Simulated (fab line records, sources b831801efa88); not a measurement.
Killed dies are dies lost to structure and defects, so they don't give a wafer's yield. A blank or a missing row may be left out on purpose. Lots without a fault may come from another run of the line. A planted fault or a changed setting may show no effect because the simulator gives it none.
fab line records | flow sky130
record lots=6 wafers=16 last_day=50
route steps=708 shown POLY_GATE@219 LDD_N@237 LDD_P@255 METAL1@439 PAD_OPEN@708
lots that met no fault: from a run of the same line without faults
start_h: hours from the record's first day to the start of the lot's first wafer shown | wait_h: hours since the lot's step before | " the same as in the row above | L1.1+2: a row that stands for several wafers | - no value, or no start given | * or withheld: withheld | < > ~ a bound
route shown NAME@n: a module of which the file shows steps, and the number in the route of the first | usual: mean/standard deviation of fault-free wafers | same: alike in all rows | chamber/n: place in a boat | sites: the reading at each site | _std_site: their standard deviation | _edge_site: outer sites' mean less inner sites' | radius_mm: how far each site lies from the wafer's centre | mask NAME#n: copy n | behind: the tool/chamber that last shaped the wafer | hold: why the lot was held/for how many hours/how that ended | device: the transistor (n, p or np) that didn't switch | end of line: the same wafers' tests at the end of the route | a step without rows: its recipe alone | killed: dies lost to structure and defects at the first sort, not the wafer's yield | map: a wafer's dies, x killed, . not, _ none there
set.NAME: the setting as run; set.NAME@STEP: as run at that earlier step | model.NAME: the simulator's own value behind a step, which no gauge read
lots at some steps of the route; a table a step, a row a wafer
services: from which hour (start_h, from the record's first day; less than 0 if before it) a tool's chamber was out of use, for how many hours, and why
## steps
# step SKY_POLY_GATE_DEHYDRATE_05
# recipe temp_c=200 time_s=60
# step SKY_POLY_GATE_HMDS_06
# recipe prime_time_s=60 prime_temp_c=120
# step SKY_POLY_GATE_COAT_07
# recipe resist=BARC temp_c=withheld time_s=withheld spin_rpm=3000 resist_thk_nm=110
# step SKY_POLY_GATE_COAT_08
# recipe resist=KrF-thick spin_rpm=3000 resist_thk_nm=450
# step SKY_POLY_GATE_SOFTBAKE_09
# recipe temp_c=100 time_s=90 resist=KrF-thick
# step SKY_POLY_GATE_EXPOSE_10
# recipe mask_id=P1M na=0.68 source_shape=conventional sigma_outer=0.6 target_cd_nm=150 dose_mj=28
# step SKY_POLY_GATE_PEB_11
# recipe peb_temp_c=withheld peb_time_s=withheld resist=KrF-thick
# step SKY_POLY_GATE_DEVELOP_12
# recipe develop_time_s=60 resist=KrF-thick dev_temp_c=21
# step SKY_POLY_GATE_CD_MEAS_13
# recipe target_cd_nm=150
# usual cd_nm=149.4/1.4
# columns lot.wafer tool chamber start_h wait_h cd_nm
L247.2 cd_sem-02 - 369.01 - 150.1
L247.3 " - " " 149.6
L247.6 " - " " 148.7
L252.1 cd_sem-01 - 409.58 - 150.7
L252.3 " - " " 148.8
L252.6 " - " " 150.4
L260.1 cd_sem-02 - 494.08 - 148.7
L260.4 " - " " 150.2
L261.2 cd_sem-01 - 500.81 - 149.3
L261.4 " - " " 148.3
L265.2 cd_sem-01 - 535.66 - 148.8
L265.4 " - " " 149.4
L265.6 " - " " 148.7
L270.2 cd_sem-02 - 577.06 - 151.0
L270.3 " - " " 149.6
L270.6 " - " " 151.3
# step SKY_POLY_GATE_OVL_MEAS_14
# usual POLY_GATE_OVL=0/5.6
# columns lot.wafer tool chamber start_h wait_h POLY_GATE_OVL[nm]
L247.2 overlay-02 - 369.11 0.1 -4
L247.3 " - " " 0
L247.6 " - " " -10
L252.1 overlay-01 - 409.70 0.1 10
L252.3 " - " " 8
L252.6 " - " " 4
L260.1 overlay-02 - 494.20 0.1 -6
L260.4 " - " " 8
L261.2 overlay-02 - 500.91 0.1 -3
L261.4 " - " " 0
L265.2 overlay-01 - 535.76 0.1 -4
L265.4 " - " " -3
L265.6 " - " " 3
L270.2 overlay-02 - 577.16 0.1 -10
L270.3 " - " " -16
L270.6 " - " " -4
# step SKY_POLY_GATE_ETCH_15
# recipe chemistry=N2/H2 target=BARC ion_energy_ev=200 source_w=500 bias_w=100 pressure_mtorr=30 n2_flow_sccm=100 h2_flow_sccm=200 stop_on=SiO2 time_s=118.5 target_depth_a=1100
# usual chamber_pressure_mTorr=30.002/0.028 drypump_motor_current_A=5.6/0.55 oes_product_au=0.717/0.0044 throttle_valve_pct=13.213/0.01
# same time_s=118.5
# columns lot.wafer tool chamber start_h wait_h chamber_pressure_mTorr drypump_motor_current_A oes_product_au rf_hours_counter_h throttle_valve_pct
L247.2 rie_diel-03 1 369.14 0.0 30.000 5.8 0.721 0 13.220
L247.3 " 3 " " 30.069 4.8 0.722 6 13.204
L247.6 " 2 " " 29.977 5.7 0.712 - 13.200
L252.1 rie_diel-03 0 409.74 0.0 30.010 6.1 0.714 106 13.216
L252.3 " 3 " " 30.023 4.8 0.714 7 13.210
L252.6 " 1 " " 29.975 5.8 0.723 - 13.208
L260.1 rie_diel-02 1 494.24 0.0 29.999 5.2 0.714 2 13.228
L260.4 " 0 " " 29.968 5.6 0.719 - 13.217
L261.2 rie_diel-01 1 500.94 0.0 30.037 6.4 0.722 16 13.215
L261.4 " 3 " " 30.001 5.8 0.712 1 13.202
L265.2 rie_diel-01 2 535.79 0.0 30.021 4.8 0.713 13 13.238
L265.4 " 0 " " 29.998 4.9 0.717 14 13.203
L265.6 " 1 " " 29.994 6.4 0.715 - 13.200
L270.2 rie_diel-01 2 577.19 0.0 29.989 4.8 0.706 14 13.208
L270.3 " 1 " " 30.029 6.4 0.720 18 13.218
L270.6 " 3 " " 30.001 5.8 0.715 - 13.205
# step SKY_POLY_GATE_ETCH_16
# recipe stop_on=poly-Si chemistry=CH3F/O2 target=Si3N4 source_w=400 bias_w=80 pressure_mtorr=25 ch3f_flow_sccm=40 O2_flow_sccm=30 time_s=147.5 target_depth_a=750
# usual chamber_pressure_mTorr=25.002/0.023 drypump_motor_current_A=5.6/0.55 oes_product_au=0.640/0.005 throttle_valve_pct=10.534/0.0084
# same time_s=147.5
# columns lot.wafer tool chamber start_h wait_h chamber_pressure_mTorr drypump_motor_current_A oes_product_au rf_hours_counter_h throttle_valve_pct
L247.2 rie_diel-03 1 369.22 0.0 24.988 5.8 0.646 0 10.538
L247.3 " 3 " " 24.984 4.8 0.637 6 10.538
L247.6 " 2 " " 25.004 5.7 0.644 - 10.531
L252.1 rie_diel-03 0 409.82 0.0 25.018 6.1 0.640 106 10.541
L252.3 " 3 " " 25.004 4.8 0.633 7 10.519
L252.6 " 1 " " 24.987 5.8 0.645 - 10.538
L260.1 rie_diel-02 1 494.32 0.0 25.011 5.2 0.651 3 10.536
L260.4 " 0 " " 25.003 5.5 0.641 - 10.526
L261.2 rie_diel-01 1 501.03 0.0 24.952 6.4 0.639 16 10.539
L261.4 " 3 " " 24.993 5.7 0.633 1 10.527
L265.2 rie_diel-01 2 535.88 0.0 24.994 4.8 0.636 13 10.533
L265.4 " 0 " " 25.026 4.9 0.642 14 10.535
L265.6 " 1 " " 25.019 6.4 0.640 - 10.541
L270.2 rie_diel-01 2 577.28 0.0 25.018 4.8 0.643 14 10.540
L270.3 " 1 " " 24.983 6.4 0.640 18 10.522
L270.6 " 3 " " 24.990 5.8 0.638 - 10.525
# step SKY_POLY_GATE_ETCH_17
# recipe target_depth_nm=180 stop_on=SiO2 over_etch_frac=0.56667 chemistry=HBr/Cl2 target=poly-Si icp_w=400 bias_w=100 pressure_mtorr=10 HBr_flow_sccm=150 Cl2_flow_sccm=50 time_s=70.5
# usual chamber_pressure_mTorr=10.000/0.0086 drypump_motor_current_A=5.9/0.36 mfc_cl2_sccm=50.01/0.16 oes_product_au=0.990/0.0068 over_etch_frac=0.56667/0 throttle_valve_pct=33.683/0.0092
# same time_s=70.5
# columns lot.wafer tool chamber start_h wait_h chamber_pressure_mTorr drypump_motor_current_A mfc_cl2_sccm oes_product_au over_etch_frac rf_hours_counter_h throttle_valve_pct model.KrF-thick_of_POLY_GATE_COAT_08.thk_nm model.SiO2_of_SONOS_ONO_CVD_04.thk_nm
L247.2 rie_si-01 3 369.32 0.0 10.010 6.2 50.00 0.990 0.56667 26 33.682 140.8 4.455
L247.3 " 2 " " 9.999 6.0 49.95 0.984 0.56667 19 33.681 140.3 4.437
L247.6 " 2 " " 9.992 5.9 50.03 0.988 0.56667 - 33.688 143.5 4.432
L252.1 rie_si-02 2 409.92 0.0 10.002 6.2 50.23 0.993 0.56667 37 33.681 141.9 4.35
L252.3 " 3 " " 9.984 5.4 50.03 1.010 0.56667 1 33.679 138.6 4.401
L252.6 " 0 " " 9.993 6.5 50.37 0.989 0.56667 - 33.680 138.3 4.394
L260.1 rie_si-01 0 494.42 0.0 10.005 5.5 49.86 0.993 0.56667 2 33.685 140.6 4.349
L260.4 " 1 " " 9.997 5.5 50.32 0.846 0.97086 56 33.684 117.1 3.462
L261.2 rie_si-01 2 501.13 0.0 9.993 5.9 49.82 0.853 0.97086 20 33.683 118.8 3.333
L261.4 " 2 " " 9.996 5.9 49.87 0.862 0.97086 - 33.681 117.6 3.373
L265.2 rie_si-02 3 535.97 0.0 9.995 5.4 50.17 0.986 0.56667 2 33.690 136.6 4.135
L265.4 " 2 " " 9.998 6.2 50.10 0.985 0.56667 - 33.691 138.8 4.147
L265.6 " 0 " " 9.997 6.4 50.31 0.997 0.56667 - 33.693 140.8 4.108
L270.2 rie_si-01 3 577.37 0.0 9.999 6.2 50.07 0.992 0.56667 28 33.671 136.6 4.311
L270.3 " 2 " " 10.012 5.9 49.96 0.989 0.56667 20 33.685 139.4 4.312
L270.6 " 1 " " 9.992 5.5 50.06 0.992 0.56667 - 33.695 138.4 4.357
# step SKY_POLY_GATE_STRIP_18
# recipe chemistry=O2/N2 power_w=1400 pressure_mtorr=1500 platen_temp_c=withheld o2_flow_sccm=3000 n2_flow_sccm=300 overash_fraction=0.5
# usual chamber_pressure_mTorr=1500.2/1.3 drypump_motor_current_A=5.8/0.54 oes_product_au=0.361/0.0049 strip_time_to_endpoint_s=3.173/0.029
# columns lot.wafer tool chamber start_h wait_h chamber_pressure_mTorr drypump_motor_current_A oes_product_au rf_hours_counter_h strip_time_to_endpoint_s
L247.2 plasma_asher-04 0 369.38 0.0 1500.1 5.2 0.360 52 3.161
L247.3 " 1 " " 1499.0 5.1 0.369 - 3.158
L247.6 " 1 " " 1497.6 5.1 0.360 - 3.196
L252.1 plasma_asher-04 1 409.98 0.0 1500.2 5.1 0.358 56 3.188
L252.3 " 1 " " 1499.5 5.1 0.354 - 3.141
L252.6 " 0 " " 1501.7 5.2 0.365 - 3.154
L260.1 plasma_asher-03 1 494.48 0.0 1498.3 5.9 0.361 81 3.183
L260.4 " 1 " " 1499.4 5.9 0.349 - 2.908
L261.2 plasma_asher-03 1 501.18 0.0 1499.9 5.9 0.347 82 2.936
L261.4 " 0 " " 1501.6 6.5 0.345 - 2.940
L265.2 plasma_asher-04 0 536.03 0.0 1501.1 5.2 0.361 69 3.128
L265.4 " 1 " " 1500.5 5.1 0.360 - 3.132
L265.6 " 0 " " 1499.1 5.2 0.365 - 3.171
L270.2 plasma_asher-03 1 577.43 0.0 1498.8 5.9 0.364 89 3.126
L270.3 " 0 " " 1502.8 6.6 0.369 - 3.148
L270.6 " 1 " " 1500.2 5.9 0.362 - 3.149
# step SKY_POLY_GATE_CLEAN_19
# recipe chemistry=SC1/SC2 mix=1:4:20 temp_c=70 time_s=150 dry=n2_spin
# step SKY_POLY_GATE_OXIDATION_20
# recipe temp_c=850 ambient=O2 stabilise_s=600 purge_s=300 target_thk_a=40 ox_time_s=899
# step SKY_POLY_GATE_THK_MEAS_21
# recipe reads=SiO2_of_POLY_GATE_OXIDATION_20
# usual POLY_GATE_OXIDATION_THK=3.97/0.085
# columns lot.wafer tool chamber start_h wait_h POLY_GATE_OXIDATION_THK[nm]
L247.2 film_metro-04 - 370.79 0.0 3.76
L247.3 " - " " 3.90
L247.6 " - " " 3.94
L252.1 film_metro-04 - 411.39 0.0 3.94
L252.3 " - " " 3.93
L252.6 " - " " 3.83
L260.1 film_metro-03 - 496.70 0.0 3.88
L260.4 " - " " 3.98
L261.2 film_metro-03 - 503.14 0.0 4.05
L261.4 " - " " 3.90
L265.2 film_metro-03 - 537.44 0.0 4.02
L265.4 " - " " 4.06
L265.6 " - " " 4.04
L270.2 film_metro-03 - 578.84 0.0 4.11
L270.3 " - " " 4.03
L270.6 " - " " 4.08
# step SKY_POLY_GATE_CD_MEAS_22
# usual cd_nm=149.2/1.8
# columns lot.wafer tool chamber start_h wait_h cd_nm
L247.2 cd_sem-01 - 370.87 0.1 147.0
L247.3 " - " " 149.0
L247.6 " - " " 148.3
L252.1 cd_sem-01 - 411.45 0.1 149.8
L252.3 " - " " 147.2
L252.6 " - " " 151.0
L260.1 cd_sem-02 - 496.76 0.1 147.0
L260.4 " - " " 148.1
L261.2 cd_sem-01 - 503.21 0.1 150.2
L261.4 " - " " 148.7
L265.2 cd_sem-01 - 537.52 0.1 150.8
L265.4 " - " " 148.8
L265.6 " - " " 149.8
L270.2 cd_sem-01 - 578.92 0.1 151.4
L270.3 " - " " 149.2
L270.6 " - " " 152.8
# step SKY_LDD_N_DEHYDRATE_00
# recipe temp_c=200 time_s=60
# step SKY_LDD_N_HMDS_01
# recipe prime_time_s=60 prime_temp_c=120
# step SKY_LDD_N_COAT_02
# recipe resist=NOVOLAK spin_rpm=3000 resist_thk_nm=300
# step SKY_LDD_N_SOFTBAKE_03
# recipe temp_c=90 time_s=60 resist=NOVOLAK
# step SKY_LDD_N_EXPOSE_04
# recipe mask_id=NTM target_cd_nm=840 na=0.6 source_shape=conventional sigma_outer=0.6 dose_mj=110
# step SKY_LDD_N_PEB_05
# recipe temp_c=withheld time_s=* resist=NOVOLAK
# step SKY_LDD_N_DEVELOP_06
# recipe develop_time_s=60 dev_temp_c=23
# step SKY_LDD_N_OVL_MEAS_07
# usual LDD_N_OVL=-0.1/1.3
# columns lot.wafer tool chamber start_h wait_h LDD_N_OVL[nm]
L247.2 overlay-01 - 398.79 0.1 1.4
L247.3 " - " " -0.2
L247.6 " - " " 1.0
L252.1 overlay-02 - 441.35 0.1 1.2
L252.3 " - " " 0.9
L252.6 " - " " 0.1
L260.1 overlay-02 - 527.18 0.1 0.8
L260.4 " - " " 2.0
L261.2 overlay-01 - 533.74 0.1 -0.4
L261.4 " - " " 1.7
L265.2 overlay-02 - 567.04 0.1 0.6
L265.4 " - " " 1.3
L265.6 " - " " 0.1
L270.2 overlay-02 - 608.19 0.1 -1.4
L270.3 " - " " -3.2
L270.6 " - " " -0.3
# step SKY_LDD_N_IMPLANT_08
# recipe species=As energy_kev=20 dose_cm2=7.5e+13 tilt_deg=withheld rotation_deg=23
# step SKY_LDD_N_IMPLANT_09
# recipe species=As energy_kev=20 dose_cm2=7.5e+13 tilt_deg=withheld rotation_deg=113
# step SKY_LDD_N_IMPLANT_10
# recipe species=As energy_kev=20 dose_cm2=7.5e+13 tilt_deg=withheld rotation_deg=203
# step SKY_LDD_N_IMPLANT_11
# recipe species=As energy_kev=20 dose_cm2=7.5e+13 tilt_deg=withheld rotation_deg=293
# step SKY_LDD_N_IMPLANT_12
# recipe species=BF2 energy_kev=50 dose_cm2=5e+12 tilt_deg=30 rotation_deg=0
# step SKY_LDD_N_IMPLANT_13
# recipe species=BF2 energy_kev=50 dose_cm2=5e+12 tilt_deg=30 rotation_deg=90
# step SKY_LDD_N_IMPLANT_14
# recipe species=BF2 energy_kev=50 dose_cm2=5e+12 tilt_deg=30 rotation_deg=180
# step SKY_LDD_N_IMPLANT_15
# recipe species=BF2 energy_kev=50 dose_cm2=5e+12 tilt_deg=30 rotation_deg=270
# step SKY_LDD_N_STRIP_16
# recipe chemistry=O2/N2 power_w=1400 pressure_mtorr=1500 platen_temp_c=withheld o2_flow_sccm=3000 n2_flow_sccm=300 overash_fraction=0.5
# usual chamber_pressure_mTorr=1500.1/1.2 drypump_motor_current_A=5.9/0.48 oes_product_au=0.406/0.0043 strip_time_to_endpoint_s=4.318/0.013
# columns lot.wafer tool chamber start_h wait_h chamber_pressure_mTorr drypump_motor_current_A oes_product_au rf_hours_counter_h strip_time_to_endpoint_s
L247.2 plasma_asher-02 0 400.02 0.1 1501.4 5.9 0.407 75 4.332
L247.3 " 0 " " 1501.2 5.9 0.402 - 4.324
L247.6 " 0 " " 1497.8 5.9 0.403 - 4.290
L252.1 plasma_asher-04 1 442.59 0.1 1502.3 5.1 0.403 59 4.327
L252.3 " 0 " " 1500.0 5.2 0.404 - 4.321
L252.6 " 1 " " 1498.8 5.1 0.414 - 4.316
L260.1 plasma_asher-03 1 528.42 0.1 1503.6 5.9 0.407 85 4.325
L260.4 " 1 " " 1498.2 5.9 0.406 - 4.321
L261.2 plasma_asher-04 1 534.97 0.1 1500.1 5.1 0.403 69 4.317
L261.4 " 1 " " 1500.0 5.1 0.414 - 4.309
L265.2 plasma_asher-03 1 568.27 0.1 1500.2 5.9 0.405 88 4.321
L265.4 " 0 " " 1499.5 6.5 0.410 - 4.323
L265.6 " 0 " " 1499.2 6.5 0.410 - 4.325
L270.2 plasma_asher-03 1 609.42 0.1 1502.1 5.8 0.404 92 4.321
L270.3 " 0 " " 1499.3 6.5 0.404 - 4.330
L270.6 " 0 " " 1500.2 6.5 0.402 - 4.325
# step SKY_LDD_N_TW_MEAS_17
# usual LDD_N_TW=2586/18
# columns lot.wafer tool chamber start_h wait_h LDD_N_TW
L247.2 film_metro-02 - 400.13 0.1 2575
L247.3 " - " " 2574
L247.6 " - " " 2567
L252.1 film_metro-02 - 442.69 0.1 2588
L252.3 " - " " 2586
L252.6 " - " " 2578
L260.1 film_metro-04 - 528.52 0.1 2602
L260.4 " - " " 2600
L261.2 film_metro-02 - 535.08 0.1 2571
L261.4 " - " " 2575
L265.2 film_metro-04 - 568.38 0.1 2596
L265.4 " - " " 2581
L265.6 " - " " 2589
L270.2 film_metro-01 - 609.53 0.1 2613
L270.3 " - " " 2620
L270.6 " - " " 2611
# step SKY_LDD_P_DEHYDRATE_00
# recipe temp_c=200 time_s=60
# step SKY_LDD_P_HMDS_01
# recipe prime_time_s=60 prime_temp_c=120
# step SKY_LDD_P_COAT_02
# recipe resist=NOVOLAK spin_rpm=3000 resist_thk_nm=1140
# step SKY_LDD_P_SOFTBAKE_03
# recipe temp_c=90 time_s=60 resist=NOVOLAK
# step SKY_LDD_P_EXPOSE_04
# recipe mask_id=PSDM na=0.6 source_shape=conventional sigma_outer=0.6 polarization=unpolarized target_cd_nm=380 dose_mj=138
# step SKY_LDD_P_PEB_05
# recipe temp_c=withheld time_s=* resist=NOVOLAK
# step SKY_METAL1_RS_MEAS_05
# recipe thk_meas_gauge=four-point-probe reads=TiN_of_METAL1_SPUTTER_04+Ti_of_METAL1_SPUTTER_03+AlCu_of_METAL1_SPUTTER_02+TiN_of_METAL1_SPUTTER_01+Ti_of_METAL1_SPUTTER_00
# usual METAL1_ALCU_RS=0.1274/0.0013
# columns lot.wafer tool chamber start_h wait_h hold METAL1_ALCU_RS[ohm/sq]
L247.2 film_metro-02 - 737.23 0.0 - 0.1286
L247.3 " - " " - 0.1280
L247.6 " - " " - 0.1269
L252.1 film_metro-01 - 773.00 0.0 - 0.1289
L252.3 " - " " - 0.1282
L252.6 " - " " - 0.1274
L260.1 film_metro-02 - 846.61 0.0 - 0.1257
L260.4 " - " " - 0.1249
L261.2 film_metro-02 - 854.08 0.0 await_dispo/0.2h/release 0.1282
L261.4 " - " " await_dispo/0.2h/release 0.1282
L261.2 film_metro-02 - 854.37 0.3 - 0.1285
L261.4 " - " " - 0.1280
L265.2 film_metro-01 - 880.53 0.0 - 0.1282
L265.4 " - " " - 0.1280
L265.6 " - " " - 0.1274
L270.2 film_metro-03 - 917.99 0.0 - 0.1259
L270.3 " - " " - 0.1278
L270.6 " - " " - 0.1264
# step SKY_METAL1_THK_MEAS_06
# recipe thk_meas_gauge=xrf reads=AlCu_of_METAL1_SPUTTER_02
# usual METAL1_ALCU_THK=246.6/2.9
# columns lot.wafer tool chamber start_h wait_h hold METAL1_ALCU_THK[nm]
L247.2 film_metro-02 - 737.34 0.1 - 244.3
L247.3 " - " " - 247.1
L247.6 " - " " - 249.9
L252.1 film_metro-01 - 773.12 0.1 - 243.5
L252.3 " - " " - 243.6
L252.6 " - " " - 247.1
L260.1 film_metro-02 - 846.73 0.1 - 250.1
L260.4 " - " " - 249.3
L261.2 film_metro-02 - 855.92 1.5 await_dispo/0.2h/release 246.7
L261.4 " - " " await_dispo/0.2h/release 245.3
L261.2 film_metro-02 - 856.15 0.2 - 246.0
L261.4 " - " " - 245.0
L265.2 film_metro-01 - 880.64 0.1 - 243.7
L265.4 " - " " - 243.9
L265.6 " - " " - 246.8
L270.2 film_metro-03 - 918.10 0.1 - 249.3
L270.3 " - " " - 246.3
L270.6 " - " " - 247.7
# step SKY_PAD_OPEN_PROBE_99
# usual killed_at_M0_to_M3=44/7 killed_at_M4_up=3.2/1.8 killed_at_contacts=24/5.1 killed_at_front_end=15/4.3 killed_at_other=0.3/0.5 killed_dies=86/9.6 killed_open=48/7.1 killed_short=38/6.7
# same gross_dies=492 killed_at_back_side=0
# columns lot.wafer tool chamber start_h wait_h killed_at_M0_to_M3 killed_at_M4_up killed_at_contacts killed_at_front_end killed_at_other killed_dies killed_open killed_short model.etest.tip_sonos.rs_ohm_sq model.etest.tip_n.rs_ohm_sq
L247.2 prober-01 - 1076.95 0.1 57 3 24 19 1 104 57 45 2652 436.2
L247.3 prober-01 - 1077.00 0.2 44 3 28 12 0 87 46 39 2687 437.8
L247.6 prober-01 - 1077.15 0.2 46 3 23 12 0 84 43 41 2680 441.9
L252.1 prober-02 - 1102.36 0.1 46 3 24 13 0 86 53 32 2587 440.2
L252.3 prober-02 - 1102.46 0.2 55 2 36 14 0 107 51 56 2609 442.1
L252.6 prober-02 - 1102.61 0.2 51 3 27 11 1 93 49 44 2616 443
L260.1 prober-02 - 1159.36 0.1 39 2 30 17 0 88 46 42 2568 443.2
L260.4 prober-02 - 1159.51 0.2 38 5 31 24 0 98 53 45 2454 431.3
L261.2 prober-02 - 1164.10 0.1 37 0 21 21 0 79 39 37 2353 433.8
L261.4 prober-02 - 1164.20 0.2 38 3 19 13 2 75 34 37 2298 434.6
L265.2 prober-01 - 1182.32 0.1 39 1 19 10 1 70 39 30 2673 442.9
L265.4 prober-01 - 1182.42 0.2 47 4 21 14 0 86 50 34 2656 442
L265.6 prober-01 - 1182.52 0.2 44 1 14 11 1 71 39 32 2669 442.4
L270.2 prober-02 - 1203.20 0.1 44 4 26 10 0 84 57 27 2633 444
L270.3 prober-02 - 1203.25 0.2 33 6 30 14 1 84 45 39 2598 442.4
L270.6 prober-02 - 1203.40 0.2 49 6 27 21 0 103 60 43 2562 442.8
# killed by level:class
L247.2 VIA2:geometric_particle:open=11 VIA3:geometric_particle:open=10 CONTACT:geometric_particle:open=8 CONTACT:geometric_particle:short=8 VIA1:geometric_particle:open=8 FIELD_ISO:geometric_particle:open=7 METAL1:geometric_particle:short=6 VIA2:geometric_particle:short=6
L247.3 VIA2:geometric_particle:open=10 CONTACT:geometric_particle:open=9 LI_CONTACT:geometric_particle:open=7 LOCAL_INTERCONNECT:geometric_particle:short=6 VIA1:geometric_particle:open=6 VIA2:geometric_particle:short=6 METAL1:geometric_particle:short=5 VIA3:geometric_particle:open=4
L247.6 CONTACT:geometric_particle:open=12 METAL1:geometric_particle:short=7 VIA2:geometric_particle:open=7 VIA2:geometric_particle:short=6 CONTACT:geometric_particle:short=5 LI_CONTACT:geometric_particle:open=4 METAL1:geometric_particle:open=4 VIA1:geometric_particle:open=4
L252.1 CONTACT:geometric_particle:open=10 VIA1:geometric_particle:open=10 VIA3:geometric_particle:open=9 LI_CONTACT:geometric_particle:open=6 CONTACT:geometric_particle:short=6 VIA2:geometric_particle:short=5 METAL1:geometric_particle:short=5 VIA2:geometric_particle:open=5
L252.3 CONTACT:geometric_particle:open=15 METAL1:geometric_particle:short=10 VIA1:geometric_particle:open=9 VIA1:geometric_particle:short=8 LI_CONTACT:geometric_particle:open=7 CONTACT:geometric_particle:short=7 METAL2:geometric_particle:short=6 VIA3:geometric_particle:open=6
L252.6 CONTACT:geometric_particle:open=11 VIA1:geometric_particle:open=11 METAL1:geometric_particle:short=7 VIA2:geometric_particle:open=7 VIA3:geometric_particle:open=7 LI_CONTACT:geometric_particle:open=6 LOCAL_INTERCONNECT:geometric_particle:short=5 VIA1:geometric_particle:short=5
L260.1 VIA1:geometric_particle:open=9 LI_CONTACT:geometric_particle:open=9 LI_CONTACT:geometric_particle:short=6 CONTACT:geometric_particle:open=6 FIELD_ISO:geometric_particle:open=5 METAL2:geometric_particle:short=5 POLY_GATE:geometric_particle:open=5 VIA1:geometric_particle:short=5
L260.4 CONTACT:geometric_particle:open=10 LI_CONTACT:geometric_particle:open=9 POLY_GATE:geometric_particle:short=6 METAL1:geometric_particle:short=6 VIA2:geometric_particle:open=6 FIELD_ISO:geometric_particle:open=5 CONTACT:geometric_particle:short=5 VIA2:geometric_particle:short=4
L261.2 FIELD_ISO:geometric_particle:short=10 VIA3:geometric_particle:open=8 LI_CONTACT:geometric_particle:open=7 CONTACT:geometric_particle:open=6 VIA1:geometric_particle:short=6 FIELD_ISO:geometric_particle:open=5 VIA1:geometric_particle:open=5 CONTACT:geometric_particle:short=4
L261.4 VIA3:geometric_particle:short=9 CONTACT:geometric_particle:open=7 VIA3:geometric_particle:open=6 VIA1:geometric_particle:short=5 METAL2:geometric_particle:short=5 LI_CONTACT:geometric_particle:open=4 VIA1:geometric_particle:open=4 POLY_GATE:geometric_particle:short=3
L265.2 CONTACT:geometric_particle:open=11 VIA1:geometric_particle:open=8 VIA1:geometric_particle:short=6 VIA3:geometric_particle:open=6 VIA2:geometric_particle:open=4 VIA3:geometric_particle:short=4 LI_CONTACT:geometric_particle:short=3 CONTACT:geometric_particle:short=3
L265.4 VIA1:geometric_particle:open=18 CONTACT:geometric_particle:open=8 LI_CONTACT:geometric_particle:open=6 VIA3:geometric_particle:open=6 POLY_GATE:geometric_particle:open=4 VIA2:geometric_particle:short=4 METAL1:geometric_particle:short=4 VIA2:geometric_particle:open=4
L265.6 VIA1:geometric_particle:open=13 METAL1:geometric_particle:short=8 VIA3:geometric_particle:open=7 POLY_GATE:geometric_particle:open=4 LI_CONTACT:geometric_particle:open=4 CONTACT:geometric_particle:short=4 CONTACT:geometric_particle:open=4 METAL2:geometric_particle:short=4
L270.2 LI_CONTACT:geometric_particle:open=11 VIA2:geometric_particle:open=11 CONTACT:geometric_particle:open=8 VIA1:geometric_particle:open=7 METAL2:geometric_particle:open=5 VIA3:geometric_particle:open=5 METAL2:geometric_particle:short=4 VIA2:geometric_particle:short=4
L270.3 POLY_GATE:geometric_particle:open=8 LI_CONTACT:geometric_particle:open=8 LOCAL_INTERCONNECT:geometric_particle:short=8 VIA2:geometric_particle:open=7 VIA1:geometric_particle:open=7 CONTACT:geometric_particle:open=6 METAL4:geometric_particle:short=6 METAL1:geometric_particle:short=4
L270.6 CONTACT:geometric_particle:open=15 VIA1:geometric_particle:open=10 VIA3:geometric_particle:open=9 METAL1:geometric_particle:short=7 VIA2:geometric_particle:open=7 POLY_GATE:geometric_particle:open=6 LI_CONTACT:geometric_particle:open=6 POLY_GATE:geometric_particle:short=4
## services
# columns tool chamber start_h hours kind
rie_diel-01 2 348.75 7.0 repair
plasma_asher-03 - 359.95 14.6 pm
rie_si-01 - 360.28 0.4 repair
rie_diel-01 1 368.51 5.9 repair
rie_diel-03 - 370.27 4.0 pm
rie_si-02 0 375.49 18.5 repair
plasma_asher-02 - 384.97 1.9 repair
rie_si-01 - 405.08 0.6 repair
plasma_asher-04 - 419.73 5.7 repair
rie_si-01 1 420.91 4.1 repair
rie_diel-02 - 455.99 2.6 repair
rie_diel-02 0 464.57 15.5 repair
rie_diel-02 3 489.92 8.2 repair
rie_diel-01 - 501.80 2.8 pm
plasma_asher-04 - 509.31 1.8 repair
plasma_asher-03 - 523.86 3.9 repair
rie_si-02 1 530.92 10.1 repair
rie_diel-02 - 535.16 1.0 repair
rie_si-02 - 543.59 0.4 repair
rie_diel-02 0 558.86 6.7 repair
rie_si-01 0 558.88 5.2 repair
rie_si-01 - 569.25 2.8 pm
plasma_asher-03 - 591.78 4.2 repair
rie_diel-02 - 607.78 14.6 pm
## key
first_sign step=SKY_POLY_GATE_ETCH_17 reading=over_etch_frac direction=up sigmas=99+ usual=0.56667 struck=0.97086
effect step=SKY_POLY_GATE_ETCH_17 reading=oes_product_au direction=down sigmas=20 usual=0.990 struck=0.853
effect step=SKY_POLY_GATE_STRIP_18 reading=strip_time_to_endpoint_s direction=down sigmas=8.5 usual=* struck=*
model_effect step=SKY_POLY_GATE_ETCH_17 value=KrF-thick_of_POLY_GATE_COAT_08.thk_nm without=142.3 struck=117.8
model_effect step=SKY_PAD_OPEN_PROBE_99 value=etest.tip_sonos.rs_ohm_sq without=2547 struck=2369
met_at SKY_POLY_GATE_ETCH_17
struck_wafers L260.4,L261.2,L261.4
tester_left_out L260,L261
onset_between 369.32 494.42
fault kind=process_parameter_drift tool=rie_si-01 chamber=- onset_h=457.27 steps=SKY_POLY_GATE_ETCH_17 channel=over_etch_frac offset=0.40419 shape=step end_h=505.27 scope=struck_wafers_only stated=0.56667
# tester_left_out: of these lots the tester's yield and bins aren't shown, on N5 and GAA mostly nor the transistor test; their killed dies are dies lost to structure and defects alone, not to doping, threshold or leakage, so they don't give the yield
